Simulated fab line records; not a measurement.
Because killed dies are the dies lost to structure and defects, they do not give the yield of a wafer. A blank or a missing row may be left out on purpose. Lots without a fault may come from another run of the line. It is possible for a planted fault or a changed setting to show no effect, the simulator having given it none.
Chamber matching    flow sky130    4 sister chambers for SKY_VIA1_ETCH_15 on rie_diel-03
The step etches SiO2 in C4F8/O2/Ar, stops on TiN, target depth 351 nm, time 54 s. 8 wafers are shown with their chamber, then 8 later ones without.

## WAFERS PAIRED WITH THEIR CHAMBERS
wafer   chamber  run_length_s (s)  rf_fwd_power_W (W)
L499.4  1        81.5              1489
L505.1  1        81.6              1481
L505.5  3        82.6              1490
L505.6  2        82.4              1487
L506.1  2        82.3              1485
L506.3  0        82.8              1485
L506.5  3        82.8              1490
L512.1  0        82.4              1486

## WAFERS MISSING THEIR CHAMBER
wafer   run_length_s (s)  rf_fwd_power_W (W)
L512.3  81.0              1490
L512.6  82.5              1488
L511.3  82.4              1493
L511.4  82.1              1492
L511.6  81.3              1490
L508.1  81.1              1492
L508.3  82.5              1487
L508.5  82.3              1495

## THE CHAMBER EACH PASSED THROUGH
wafer   from the rows above                in truth
L512.3  1                                  1
L512.6  can't be placed: 0 or 2 or 3       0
L511.3  can't be placed: 3 or 2 or 0       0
L511.4  can't be placed: 2 or 3 or 0 or 1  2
L511.6  1                                  1
L508.1  1                                  1
L508.3  can't be placed: 0 or 2 or 3       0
L508.5  can't be placed: 3 or 2 or 0       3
Correctly placed: 3 of 8. Not placeable from these rows: 5 (in 5, the candidates include the true chamber). Placed wrongly: 0.
How it was worked out, from the rows above alone: a wafer's distance from a chamber is the root of the sum, over the readings, of the square of ((its reading less the chamber's mean) divided by the reading's scatter). The wafer belongs to the nearest chamber; if the next one is less than 2 further off, it can't be placed. For every chamber, the mean is computed from those of its wafers that are shown. The scatter: the root of (the sum of the squares of (reading less its chamber's mean) over the shown wafers, divided by (wafers less chambers)).
